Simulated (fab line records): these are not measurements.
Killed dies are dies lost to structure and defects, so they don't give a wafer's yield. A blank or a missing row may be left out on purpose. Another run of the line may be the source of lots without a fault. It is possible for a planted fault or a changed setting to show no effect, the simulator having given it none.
The tool behind it: which one? + flow sky130 + Sampling: 11 lots, 33 wafers, 4 of 708 route steps

## WHAT EACH GAUGE READ, for each wafer
SKY_METAL4_OVL_MEAS_14. Usual: for METAL4_OVL the level is 0 nm and the standard deviation is 5.3.
| lot  | measured     | on         | METAL4_OVL (nm) | flag |
|------|--------------|------------|-----------------|------|
| L508 | day 42 11:19 | overlay-02 | -1 -3 6         |      |
| L509 | day 42 16:04 | overlay-02 | 6 9 1           |      |
| L510 | day 42 16:53 | overlay-01 | -2 1 -7         |      |
| L512 | day 43 11:49 | overlay-02 | -2 -2 -7        |      |
| L517 | day 44 21:58 | overlay-01 | 5 2 -2          |      |
| L519 | day 45 03:16 | overlay-02 | -4 3 0          |      |
| L520 | day 45 11:12 | overlay-02 | 1 1 -4          |      |
| L525 | day 46 14:47 | overlay-02 | -3 -1 -4        |      |
| L527 | day 47 04:57 | overlay-02 | -8 11 5         |      |
| L529 | day 47 20:47 | overlay-01 | -8 -1 -2        |      |
| L530 | day 47 21:58 | overlay-02 | 6 -8 0          |      |

SKY_VIA4_THK_MEAS_01. Usual: for VIA4_HDPCVD_THK the level is 1749 nm and the standard deviation is 22.
| lot  | measured     | on            | VIA4_HDPCVD_THK (nm)          | flag |
|------|--------------|---------------|-------------------------------|------|
| L508 | day 42 12:28 | film-metro-01 | 1769 1782 1785                |      |
| L509 | day 42 17:13 | film-metro-03 | 1741 1722 1732                |      |
| L510 | day 42 18:01 | film-metro-03 | 1743 1741 1722                |      |
| L512 | day 43 13:09 | film-metro-04 | 1789 1737 1752                |      |
| L517 | day 44 23:11 | film-metro-01 | 1747 1787 1800                |      |
| L519 | day 45 04:31 | film-metro-03 | 2291 2295 2308 2289 2296 2307 | OFF  |
| L520 | day 45 12:24 | film-metro-01 | 2307 2282 2258 2308 2284 2258 | OFF  |
| L525 | day 46 15:55 | film-metro-03 | 1760 1788 1759                |      |
| L527 | day 47 06:13 | film-metro-04 | 1783 1799 1749                |      |
| L529 | day 47 21:55 | film-metro-03 | 1728 1729 1706                |      |
| L530 | day 47 23:07 | film-metro-04 | 1702 1705 1706                |      |

## TOOL THAT RAN EACH LOT (tool first, then ch and the chambers of the sampled wafers, then the start)
| lot  | SKY_METAL4_SPUTTER_01        | SKY_VIA4_HDPCVD_00               |
|------|------------------------------|----------------------------------|
| L508 | pvd-sputter-04, day 40 11:32 | hdpcvd-02 ch 0,1, day 42 12:16   |
| L509 | pvd-sputter-04, day 40 16:02 | hdpcvd-02 ch 0,1,2, day 42 17:01 |
| L510 | pvd-sputter-01, day 40 16:21 | hdpcvd-02 ch 0,1,2, day 42 17:54 |
| L512 | pvd-sputter-01, day 41 12:35 | hdpcvd-02 ch 0,1,2, day 43 12:58 |
| L517 | pvd-sputter-04, day 42 23:37 | hdpcvd-01 ch 0,1, day 44 22:59   |
| L519 | pvd-sputter-01, day 43 06:37 | hdpcvd-02 ch 0,1, day 45 04:19   |
| L520 | pvd-sputter-04, day 43 14:13 | hdpcvd-02 ch 0,2, day 45 12:13   |
| L525 | pvd-sputter-01, day 44 19:24 | hdpcvd-01 ch 0,1,2, day 46 15:44 |
| L527 | pvd-sputter-04, day 45 10:50 | hdpcvd-01 ch 0,1, day 47 06:02   |
| L529 | pvd-sputter-03, day 46 03:43 | hdpcvd-02 ch 0,1,2, day 47 21:44 |
| L530 | pvd-sputter-04, day 46 04:19 | hdpcvd-02 ch 1,2, day 47 22:55   |
- SKY_METAL4_SPUTTER_01: material TiN, target thk 20 nm, time 16.7 s.
- SKY_VIA4_HDPCVD_00: deposits SiO2, target thk 1750 nm, time 291.7 s.

## AS READ BY THE TOOLS THEMSELVES (means over the sampled wafers that have a number; for cases with no such wafer, the mark the record gives instead)
SKY_METAL4_SPUTTER_01. Usual: cathode-dc-power-W 6500.1 W, standard deviation 1.1; throttle-valve-pct 29.8 %, standard deviation 1.2.
| lot  | tool           | cathode-dc-power-W (W) | throttle-valve-pct (%) | flag |
|------|----------------|------------------------|------------------------|------|
| L508 | pvd-sputter-04 | 6500.9                 | 29.1                   |      |
| L509 | pvd-sputter-04 | 6500.1                 | 28.9                   |      |
| L510 | pvd-sputter-01 | 6500.8                 | 29.1                   |      |
| L512 | pvd-sputter-01 | 6499.9                 | 30.5                   |      |
| L517 | pvd-sputter-04 | 6500.5                 | 29.7                   |      |
| L519 | pvd-sputter-01 | 6500.0                 | 30.4                   |      |
| L520 | pvd-sputter-04 | 6499.5                 | 29.8                   |      |
| L525 | pvd-sputter-01 | 6500.1                 | 31.2                   |      |
| L527 | pvd-sputter-04 | 6499.8                 | 29.1                   |      |
| L529 | pvd-sputter-03 | 6498.8                 | 29.5                   |      |
| L530 | pvd-sputter-04 | 6500.1                 | 29.0                   |      |

SKY_VIA4_HDPCVD_00. Usual: susceptor-temp-C 400.06 C, standard deviation 0.21.
| lot  | tool      | susceptor-temp-C (C) | flag |
|------|-----------|----------------------|------|
| L508 | hdpcvd-02 | 400.09               |      |
| L509 | hdpcvd-02 | 400.04               |      |
| L510 | hdpcvd-02 | 399.98               |      |
| L512 | hdpcvd-02 | 399.98               |      |
| L517 | hdpcvd-01 | 400.30               |      |
| L519 | hdpcvd-02 | 399.89               |      |
| L520 | hdpcvd-02 | 400.07               |      |
| L525 | hdpcvd-01 | 400.26               |      |
| L527 | hdpcvd-01 | 400.01               |      |
| L529 | hdpcvd-02 | 399.92               |      |
| L530 | hdpcvd-02 | 400.10               |      |

## THE ANSWER, worked out from the rows above alone
Rule: a lot counts as off when the mean over its wafers that have a number is more than 3 standard deviations away from the usual mean. A lot without any number at a reading at which 4 lots or more have one is off too. Where the step has rows for the other lots, those lots are counted as sound. First the gauges in route order, then the tools' own readings, where a lot's mean is used as printed above. The first step at which some lot is off is used, and at that step the reading that is off furthest; a lot without a number counts as furthest.
Off: at SKY_VIA4_THK_MEAS_01 (VIA4_HDPCVD_THK), L519, L520.
If a tool, at a process step before that reading, ran all the lots that are off and no sound lot after the first of them, it fits. Gauges at SKY_VIA4_THK_MEAS_01: tried the same way as those tools. None of those tried fits.

## WHAT WAS PUT IN BY THE SIMULATOR
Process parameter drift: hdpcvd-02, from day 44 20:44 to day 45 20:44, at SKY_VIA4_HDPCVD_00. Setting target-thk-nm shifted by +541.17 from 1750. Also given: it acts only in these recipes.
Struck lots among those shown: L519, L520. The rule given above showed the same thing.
